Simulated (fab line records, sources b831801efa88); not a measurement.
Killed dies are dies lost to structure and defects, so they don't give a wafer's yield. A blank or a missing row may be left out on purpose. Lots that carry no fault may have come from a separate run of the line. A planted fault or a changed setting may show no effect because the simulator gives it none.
Which tool was responsible? | flow gf180mcu | 12 lots with 36 wafers sampled at 5 steps, on a route of 602 steps

WHAT THE GAUGES READ, wafer by wafer
GF_STI_THK_MEAS_02. Usual: for STI_OXIDATION_THK the level is 10.11 nm and the standard deviation is 0.19.
lot  | measured    | on           | STI_OXIDATION_THK (nm) | flag
L517 | day 1 11:31 | filmMetro-02 | 9.94 10.00 9.91        | 
L518 | day 1 17:26 | filmMetro-04 | 10.26 10.26 10.33      | 
L524 | day 2 22:58 | filmMetro-04 | 10.46 10.12 10.24      | 
L526 | day 3 08:35 | filmMetro-04 | 9.83 9.72 9.69         | 
L527 | day 3 13:41 | filmMetro-03 | 10.50 10.41 10.14      | 
L528 | day 3 18:32 | filmMetro-02 | 9.97 9.87 9.78         | 
L529 | day 3 23:31 | filmMetro-03 | 10.07 9.91 10.03       | 
L535 | day 5 05:33 | filmMetro-03 | 9.91 9.91 9.90         | 
L536 | day 5 11:18 | filmMetro-04 | 10.36 10.30 10.22      | 
L537 | day 5 15:32 | filmMetro-04 | 10.10 10.38 10.09      | 
L539 | day 6 01:31 | filmMetro-02 | 10.41 10.38 10.30      | 
L540 | day 6 06:44 | filmMetro-02 | 10.29 10.22 10.24      | 

GF_VT_IMPLANT_RS_MEAS_46: uses a four-point probe to measure. Usual: for MVSD_RS the level is 456.4 ohm/sq and the standard deviation is 1.3.
lot  | measured     | on           | MVSD_RS (ohm/sq)  | flag
L517 | day 7 12:00  | filmMetro-01 | 454.6 453.7 453.4 | 
L518 | day 7 22:08  | filmMetro-02 | 457.1 456.4 456.8 | 
L524 | day 9 13:29  | filmMetro-01 | 456.4 455.4 455.5 | 
L526 | day 10 04:02 | filmMetro-01 | 455.5 454.7 456.5 | 
L527 | day 10 10:33 | filmMetro-03 | 455.4 455.6 454.2 | 
L528 | day 10 16:11 | filmMetro-02 | 456.2 455.7 456.4 | 
L529 | day 10 20:28 | filmMetro-02 | 457.1 456.3 457.1 | 
L535 | day 12 14:29 | filmMetro-03 | 457.1 456.1 455.0 | 
L536 | day 12 19:47 | filmMetro-03 | 446.6 446.1 446.1 | OFF
L537 | day 13 02:26 | filmMetro-03 | 448.8 449.1 448.6 | OFF
L539 | day 13 21:08 | filmMetro-03 | 457.8 455.7 455.0 | 
L540 | day 14 04:59 | filmMetro-01 | 457.3 455.9 456.8 | 

WHAT TOOL EACH LOT RAN ON (gives the tool, then ch and the chambers of the sampled wafers, and finally the start)
lot  | GF_DNWELL_STRIP_08                 | GF_MVSD_IMPLANT_09              | GF_VT_IMPLANT_STRIP_09
L517 | plasmaAsher-01 ch 0,1, day 2 18:24 | implanter-02 ch 0, day 4 10:04  | plasmaAsher-03 ch 0,1, day 5 15:22
L518 | plasmaAsher-01 ch 0,1, day 3 01:42 | implanter-02 ch 0, day 4 17:32  | plasmaAsher-04 ch 0,1, day 5 22:53
L524 | plasmaAsher-01 ch 0,1, day 4 07:52 | implanter-01 ch 0, day 6 03:32  | plasmaAsher-03 ch 0,1, day 7 10:43
L526 | plasmaAsher-03 ch 0, day 4 19:00   | implanter-02 ch 0, day 6 15:37  | plasmaAsher-04 ch 0,1, day 8 00:10
L527 | plasmaAsher-01 ch 0,1, day 5 01:45 | implanter-02 ch 0, day 6 23:22  | plasmaAsher-03 ch 0,1, day 8 06:46
L528 | plasmaAsher-01 ch 0,1, day 5 06:02 | implanter-03 ch 0, day 7 02:51  | plasmaAsher-03 ch 0,1, day 8 11:31
L529 | plasmaAsher-03 ch 0,1, day 5 09:51 | implanter-03 ch 0, day 7 07:28  | plasmaAsher-04 ch 0,1, day 8 15:44
L535 | plasmaAsher-03 ch 0,1, day 6 17:30 | implanter-01 ch 0, day 8 18:29  | plasmaAsher-02 ch 0,1, day 10 05:10
L536 | plasmaAsher-03 ch 0,1, day 6 23:55 | implanter-02 ch 0, day 9 00:05  | plasmaAsher-04 ch 0,1, day 10 11:04
L537 | plasmaAsher-02 ch 0,1, day 7 05:47 | implanter-02 ch 0, day 9 06:26  | plasmaAsher-02 ch 0,1, day 10 17:04
L539 | plasmaAsher-02 ch 0,1, day 7 17:15 | implanter-01 ch 0, day 9 19:50  | plasmaAsher-04 ch 0,1, day 11 09:17
L540 | plasmaAsher-02 ch 0,1, day 8 00:06 | implanter-01 ch 0, day 10 03:37 | plasmaAsher-03 ch 0,1, day 11 16:19
- GF_DNWELL_STRIP_08: strips in O2/N2.
- GF_MVSD_IMPLANT_09
- GF_VT_IMPLANT_STRIP_09: strips in O2/N2.

WHAT THE TOOLS THEMSELVES READ (means of the sampled wafers that have a number; where no wafer has one, the mark that the record gives instead)
GF_DNWELL_STRIP_08. Usual: drypumpMotorCurrentA 5.6 A, standard deviation 0.47; heaterPowerW 322 W, standard deviation 61; oesProductAu 0.723 a.u., standard deviation 0.0046; stripTimeToEndpointS 36.95 s, standard deviation 0.094.
lot  | tool           | drypumpMotorCurrentA (A) | heaterPowerW (W) | oesProductAu (a.u.) | stripTimeToEndpointS (s) | flag
L517 | plasmaAsher-01 | 5.2                      | 315              | 0.721               | 36.91                    | 
L518 | plasmaAsher-01 | 5.3                      | 295              | 0.722               | 36.92                    | 
L524 | plasmaAsher-01 | 5.3                      | 290              | 0.724               | 36.87                    | 
L526 | plasmaAsher-03 | 6.2                      | 252              | 0.721               | 36.99                    | 
L527 | plasmaAsher-01 | 5.2                      | 314              | 0.727               | 37.13                    | 
L528 | plasmaAsher-01 | 5.2                      | 322              | 0.722               | 37.02                    | 
L529 | plasmaAsher-03 | 6.4                      | 327              | 0.719               | 37.07                    | 
L535 | plasmaAsher-03 | 6.4                      | 285              | 0.721               | 37.01                    | 
L536 | plasmaAsher-03 | 6.4                      | 327              | 0.722               | 36.99                    | 
L537 | plasmaAsher-02 | 5.8                      | 321              | 0.721               | 36.84                    | 
L539 | plasmaAsher-02 | 5.7                      | 321              | 0.726               | 37.11                    | 
L540 | plasmaAsher-02 | 5.7                      | 319              | 0.721               | 36.93                    | 

GF_MVSD_IMPLANT_09. Usual: beamOnS 10.00 s, standard deviation 0.23; endStationPressureTorr 5.03e-06 Torr, standard deviation 2.7e-07; faradayCurrentUA 28.2, standard deviation 0.64.
lot  | tool         | beamOnS (s) | endStationPressureTorr (Torr) | faradayCurrentUA | flag
L517 | implanter-02 | 10.09       | 4.98e-06                      | 28.0             | 
L518 | implanter-02 | 9.71        | 5.09e-06                      | 29.0             | 
L524 | implanter-01 | 9.92        | 4.92e-06                      | 28.4             | 
L526 | implanter-02 | 10.02       | 4.92e-06                      | 28.2             | 
L527 | implanter-02 | 10.16       | 5.02e-06                      | 27.8             | 
L528 | implanter-03 | 9.82        | 4.80e-06                      | 28.7             | 
L529 | implanter-03 | 10.04       | 4.88e-06                      | 28.1             | 
L535 | implanter-01 | 9.94        | 4.99e-06                      | 28.4             | 
L536 | implanter-02 | 11.10       | 5.32e-06                      | 25.3             | OFF
L537 | implanter-02 | 11.44       | 5.10e-06                      | 24.6             | OFF
L539 | implanter-01 | 10.29       | 4.98e-06                      | 27.4             | 
L540 | implanter-01 | 10.07       | 4.67e-06                      | 28.0             | 

GF_VT_IMPLANT_STRIP_09. Usual: drypumpMotorCurrentA 5.9 A, standard deviation 0.47; heaterPowerW 318 W, standard deviation 53; oesProductAu 0.716 a.u., standard deviation 0.0046; stripTimeToEndpointS 12.637 s, standard deviation 0.028.
lot  | tool           | drypumpMotorCurrentA (A) | heaterPowerW (W) | oesProductAu (a.u.) | stripTimeToEndpointS (s) | flag
L517 | plasmaAsher-03 | 6.3                      | 291              | 0.713               | 12.620                   | 
L518 | plasmaAsher-04 | 5.6                      | 315              | 0.715               | 12.623                   | 
L524 | plasmaAsher-03 | 6.4                      | 326              | 0.712               | 12.662                   | 
L526 | plasmaAsher-04 | 6.0                      | 302              | 0.710               | 12.613                   | 
L527 | plasmaAsher-03 | 6.3                      | 289              | 0.717               | 12.648                   | 
L528 | plasmaAsher-03 | 6.4                      | 328              | 0.719               | 12.624                   | 
L529 | plasmaAsher-04 | 5.6                      | 309              | 0.713               | 12.631                   | 
L535 | plasmaAsher-02 | 5.5                      | 370              | 0.717               | 12.610                   | 
L536 | plasmaAsher-04 | 6.0                      | 310              | 0.715               | 12.609                   | 
L537 | plasmaAsher-02 | 5.6                      | 373              | 0.716               | 12.632                   | 
L539 | plasmaAsher-04 | 6.0                      | 305              | 0.717               | 12.650                   | 
L540 | plasmaAsher-03 | 6.3                      | 290              | 0.716               | 12.648                   | 

THE ANSWER, worked out from the rows above alone
Rule: a lot counts as off when the mean over its wafers that have a number is more than 3 standard deviations away from the usual mean. Also off: a lot with no number at a reading for which 4 or more lots have one. Where the step has rows for the other lots, those lots are counted as sound. First the gauges in route order, then the tools' own readings, where a lot's mean is used as printed above. At the first step where some lot is off, the reading lying furthest off is the one used; lots without a number count as furthest.
Off: L536, L537, seen at GF_VT_IMPLANT_RS_MEAS_46 (MVSD_RS).
If a tool, at a process step before that reading, ran all the lots that are off and no sound lot after the first of them, it fits. Not tried: the gauges at GF_VT_IMPLANT_RS_MEAS_46; whatever is off there is also off at GF_MVSD_IMPLANT_09, on other tools, and gauge error can't account for it. One candidate fits, namely implanter-02 at GF_MVSD_IMPLANT_09. A fault onset in the window from L527 (day 6 23:22, its last sound lot) to L536 (day 9 00:05, its first lot off) fits.
The tool's own readings at GF_MVSD_IMPLANT_09 bear it out: on the lots that are off they differ by more than 5 times the standard deviation of the sound lots' means. beamOnS reads 11.27 s there against 10.01 s on the sound lots; faradayCurrentUA reads 25.0 there against 28.2 on the sound lots.

WHAT HAD BEEN PUT IN BY THE SIMULATOR
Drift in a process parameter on implanter-02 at GF_MVSD_IMPLANT_09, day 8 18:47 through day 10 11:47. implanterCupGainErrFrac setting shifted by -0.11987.
Lots struck among those shown: L536, L537. This agrees with what the rule above found.
